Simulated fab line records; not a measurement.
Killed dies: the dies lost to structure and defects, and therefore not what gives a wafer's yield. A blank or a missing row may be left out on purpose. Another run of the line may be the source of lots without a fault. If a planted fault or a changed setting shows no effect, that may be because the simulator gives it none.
A struck lot beside a sound one + flow sky130 + 16 out of 708 route steps
Sound: these wafers, L340.2, L340.4, L340.6. The struck wafers were L349.2, L349.5, L349.6. The cause is named last.
Each step with rows lists, per side, the tool, then ch with its chambers, then its first start. Under that, the readings that differ: sound wafers + struck wafers + difference of the means + sigmas: that difference in standard deviations of wafers without a fault.
alike: a reading whose means differ by less than 2 such deviations, as well as words and numbers matching on both sides. not compared: withheld readings; readings where some wafer has no value; bounds like >300 that might hide an equal value; numbers whose values overlap and for which the record gives no deviation.
The two part at a step that has a row with sigmas, a row that says differs or no value, or rows on one side only. When numbers do not overlap yet have no deviation, they are printed without sigmas and do not part them. Lack of a reading on every wafer of one side parts them only where that side has two or more wafers.

first, 5 steps without rows for these wafers: SKY_SONOS_TUNNEL_COAT_02 (resist thk 1140 nm); SKY_SONOS_TUNNEL_SOFTBAKE_03 (time 60 s); SKY_SONOS_TUNNEL_EXPOSE_04 (exposes mask TUNM, target cd 410 nm); SKY_SONOS_TUNNEL_PEB_05; SKY_SONOS_TUNNEL_DEVELOP_06 (develop time 60 s).
SKY_SONOS_TUNNEL_CD_MEAS_07 targets a cd of 410 nm.
  struck on cdSem-01, day 15 00:37; sound on cdSem-02, day 11 22:37
  alike: cdNm
SKY_SONOS_TUNNEL_OVL_MEAS_08:
  struck on overlay-02, day 15 00:43; sound on overlay-02, day 11 22:43
  alike: SONOS_TUNNEL_OVL
then, 3 steps without rows for these wafers: SKY_SONOS_TUNNEL_IMPLANT_09; SKY_SONOS_TUNNEL_WET_ETCH_10 (etches SiO2 in dHF, target depth 14 nm, time 280 s); SKY_SONOS_TUNNEL_STRIP_11 (strips in SPM, time 600 s).
SKY_SONOS_TUNNEL_TW_MEAS_12:
  struck on filmMetro-01, day 15 01:10; sound on filmMetro-02, day 11 23:10
  alike: SONOS_TUNNEL_TW
then, 1 step without rows for these wafers: SKY_SONOS_TUNNEL_CLEAN_13 (cleans in dHF, time 20 s).
SKY_SONOS_ONO_OXIDATION_00: stabilise 600 s, purge 300 s, target thk 2.6 nm.
  sound on furnace-01 ch 0, day 12 00:35; struck on furnace-01 ch 0, day 15 02:12
| reading                                         | sound             | struck            | difference | sigmas |
|-------------------------------------------------|-------------------|-------------------|------------|--------|
| spikeTcBottomC (C)                              | 822.8 820.6 823.1 | 831.7 831.7 830.7 | +9.2       | +4     |
| spikeTcCentreC (C)                              | 802.5 802.0 800.5 | 811.7 812.6 812.2 | +10.5      | +10    |
| spikeTcLowerC (C)                               | 800.5 800.9 801.2 | 810.1 809.8 811.5 | +9.6       | +10    |
| spikeTcTopC (C)                                 | 815.6 814.3 814.6 | 826.6 826.3 824.7 | +11.0      | +8     |
| spikeTcUpperC (C)                               | 800.2 800.5 800.3 | 810.4 809.8 811.7 | +10.3      | +9     |
| zonePowerCentrePct (%)                          | 14.75 15.16 14.69 | 15.29 15.29 15.43 | +0.47      | +2     |
| model.SiO2_of_SONOS_ONO_OXIDATION_00.thkNm (nm) | 2.679 2.645 2.606 | 2.966 2.959 2.958 | +0.318     |        |
  alike: zonePowerLowerPct
SKY_SONOS_ONO_THK_MEAS_01:
  struck on filmMetro-04, day 15 03:33; sound on filmMetro-04, day 12 01:57
| reading                      | sound          | struck         | difference | sigmas |
|------------------------------|----------------|----------------|------------|--------|
| SONOS_ONO_OXIDATION_THK (nm) | 2.69 2.64 2.64 | 2.93 2.90 2.90 | +0.25      | +4     |
then, 1 step without rows for these wafers: SKY_SONOS_ONO_CVD_02 (deposits Si3N4 from DCS/NH3, target thk 10.5 nm, time 180 s).
-- the record jumps here: 33 days lie between the struck wafers' starts before and after (it left off in module SONOS_ONO and takes up again in module PAD_OPEN, whose first step shown is number 708 of the route) --
SKY_PAD_OPEN_PROBE_99:
  struck on prober-01, day 48 09:29; sound on prober-01, day 45 22:27
| reading                             | sound                | struck               | difference | sigmas |
|-------------------------------------|----------------------|----------------------|------------|--------|
| model.etest.sonosErased.driveUaUm   | 186.6 165.6 206.7    | 153.2 160.7 150.2    | -31.6      |        |
| model.etest.capOno.gateLog10ACm2    | -8.274 -8.288 -8.151 | -8.046 -7.965 -8.101 | +0.200     |        |
| model.etest.sonosErased.vtV (V)     | -2.181 -2.142 -2.236 | -2.053 -2.075 -2.041 | +0.130     |        |
| model.etest.capOno.toxAccNm (nm)    | 13.12 13.12 13.1     | 12.97 12.9 12.99     | -0.16      |        |
| model.etest.sonosProgrammed.vtV (V) | 1.371 1.325 1.397    | 1.518 1.52 1.48      | +0.142     |        |
  alike: killed_at_M0_to_M3, killed_at_M4_up, killedAtContacts, killedAtFrontEnd, killedAtOther, killedDies, killedOpen, killedShort
  not compared: model.etest.sonosBaked.vtLessV

## WHERE THEY PART
First at SKY_SONOS_ONO_OXIDATION_00; last, within this record, at SKY_SONOS_ONO_THK_MEAS_01. Later steps at which nothing parts them and some readings are alike: SKY_PAD_OPEN_PROBE_99.

WHY: whatever the simulator had introduced
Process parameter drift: furnace-01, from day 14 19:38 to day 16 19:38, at SKY_SONOS_ONO_OXIDATION_00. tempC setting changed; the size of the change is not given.
